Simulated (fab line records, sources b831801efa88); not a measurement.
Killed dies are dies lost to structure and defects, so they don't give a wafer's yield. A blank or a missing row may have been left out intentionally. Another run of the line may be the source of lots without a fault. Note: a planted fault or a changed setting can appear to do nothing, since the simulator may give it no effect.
Which tool did it? -- flow gf180mcu -- Sampling: 11 lots, 33 wafers, 4 of 602 route steps

## WHAT THE GAUGES READ, wafer by wafer
GF_V3_THK_MEAS_03.
lot,measured,on,V3_CVD_02_THK (nm)
L664,day 21 02:46,film metro-02,853 858 861
L667,day 22 03:13,film metro-02,841 852 859
L670,day 23 10:46,film metro-03,853 867 862
L671,day 23 23:19,film metro-03,855 852 872
L672,day 24 21:02,film metro-03,839 856 862
L673,day 25 05:08,film metro-03,847 837 847
L682,day 27 12:29,film metro-02,831 867 858
L683,day 28 03:24,film metro-03,841 843 838
L684,day 28 06:25,film metro-04,841 846 849
L685,day 28 08:53,film metro-02,844 848 860
L686,day 28 16:04,film metro-02,853 858 870

GF_V3_CD_MEAS_14 targets a cd of 260 nm.
lot,measured,on,cd nm (nm)
L664,day 22 02:30,cd sem-02,259.7 260.6 260.1
L667,day 23 03:14,cd sem-02,259.3 260.0 260.1
L670,day 24 09:29,cd sem-02,259.3 258.5 259.9
L671,day 24 21:39,cd sem-01,259.3 259.2 259.7
L672,day 25 18:40,cd sem-02,259.6 259.1 260.2
L673,day 26 02:58,cd sem-01,257.8 259.7 259.5
L682,day 28 08:13,cd sem-02,259.7 258.4 258.4
L683,day 28 23:25,cd sem-02,262.9 263.5 263.2
L684,day 29 01:23,cd sem-01,262.8 262.0 263.0
L685,day 29 04:07,cd sem-02,257.6 258.9 259.4
L686,day 29 11:13,cd sem-02,262.0 262.0 260.2

## EACH LOT AND THE TOOL THAT RAN IT (in order: tool; ch and the chambers of the sampled wafers; start)
lot,GF_V2_STRIP_18,GF_V3_PEB_12
L664,"plasma asher-04 ch 0,1, day 19 23:47","litho track-04 ch 0, day 22 02:09"
L667,"plasma asher-03 ch 0,1, day 21 01:29","litho track-04 ch 0, day 23 02:55"
L670,"plasma asher-01 ch 0,1, day 22 09:07","litho track-04 ch 0, day 24 09:10"
L671,"plasma asher-04 ch 0, day 22 22:20","litho track-04 ch 0, day 24 21:18"
L672,"plasma asher-04 ch 0,1, day 23 20:17","litho track-03 ch 0, day 25 18:20"
L673,"plasma asher-04 ch 1, day 24 04:39","litho track-03 ch 0, day 26 02:37"
L682,"plasma asher-03 ch 0,1, day 26 12:50","litho track-03 ch 0, day 28 07:53"
L683,"plasma asher-01 ch 0,1, day 27 05:30","litho track-03 ch 0, day 28 23:04"
L684,"plasma asher-03 ch 0,1, day 27 07:16","litho track-03 ch 0, day 29 01:03"
L685,"plasma asher-01 ch 0,1, day 27 11:17","litho track-01 ch 0, day 29 03:47"
L686,"plasma asher-04 ch 0,1, day 27 18:02","litho track-04 ch 0, day 29 10:54"
- GF_V2_STRIP_18: strips in O2/N2.
- GF_V3_PEB_12: peb time 90 s.

## WHAT THE TOOLS THEMSELVES READ (means of the sampled wafers that have a number; where no wafer has one, the mark that the record gives instead)
GF_V2_STRIP_18.
lot,tool,chamber pressure mTorr (mTorr),drypump motor current A (A),heater power w (W),n2 flow sccm (sccm),oes product au (a.u.)
L664,plasma asher-04,1500.2,5.1,295,299.9,0.588
L667,plasma asher-03,1499.8,6.2,330,300.7,0.596
L670,plasma asher-01,1501.6,6.2,376,299.8,0.590
L671,plasma asher-04,1500.9,5.7,307,301.0,0.586
L672,plasma asher-04,1499.2,5.1,296,299.8,0.591
L673,plasma asher-04,1500.1,4.8,294,300.5,0.592
L682,plasma asher-03,1500.4,6.2,326,300.6,0.592
L683,plasma asher-01,1500.6,5.9,371,300.1,0.590
L684,plasma asher-03,1500.4,6.2,329,301.0,0.597
L685,plasma asher-01,1498.4,6.2,386,300.2,0.592
L686,plasma asher-04,1501.8,5.4,302,300.4,0.595

GF_V3_PEB_12.
lot,tool,chill plate temp C (C),heater power total W (W),plate temp C (C),resist line temp C (C)
L664,litho track-04,22.87,85.61,135.24,23.20
L667,litho track-04,22.99,85.67,134.94,23.04
L670,litho track-04,23.00,85.63,135.08,23.00
L671,litho track-04,22.98,85.70,135.00,23.03
L672,litho track-03,23.01,85.69,134.98,22.91
L673,litho track-03,23.03,85.74,135.05,22.94
L682,litho track-03,22.95,85.75,135.10,22.93
L683,litho track-03,23.09,86.46,135.93,22.92
L684,litho track-03,23.03,86.47,136.11,23.05
L685,litho track-01,22.86,85.62,135.02,22.94
L686,litho track-04,23.02,85.72,134.91,22.84

## THE ANSWER, worked out from the rows above alone
Rule: the lots themselves supply what counts as usual. The widest of any qualifying gaps counts: lots, ordered by their means at a reading, are off when they make up no more than a third of the lots, leave a main group of 4 or more, and stand apart from it by 3 or more times the standard deviation of that group's means. A main group is skipped when, at the precision printed for the reading in the tables above, its means are all equal. A lot without any number at a reading at which 4 lots or more have one is off too. Where the step has rows for the other lots, those lots are counted as sound. First the gauges in route order, then the tools' own readings, where a lot's mean is used as printed above. The first step at which some lot is off is used, and at that step the reading that is off furthest; a lot without a number counts as furthest.
Off: L683, L684 (GF_V3_PEB_12, heater power total W). Main group: mean 85.68 W, sd 0.049.
A tool fits if, at that step or a process step before it, it ran every lot that is off, and no sound lot after the first of them. One candidate fits, namely litho track-03 at GF_V3_PEB_12. Its last sound lot is L682 (day 28 07:53), its first lot that is off L683 (day 28 23:04): a fault that began between those two fits.
The tool's own readings at GF_V3_PEB_12 bear it out: on the lots that are off they differ by more than 5 times the standard deviation of the sound lots' means. heater power total W reads 86.47 W there against 85.68 W on the sound lots; plate temp C reads 136.02 C there against 135.04 C on the sound lots.

## WHAT THE SIMULATOR HAD PUT IN
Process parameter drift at GF_V3_PEB_12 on litho track-03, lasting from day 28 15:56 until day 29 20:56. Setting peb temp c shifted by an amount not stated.
Shown lots that were struck: L683, L684. This agrees with what the rule above found.
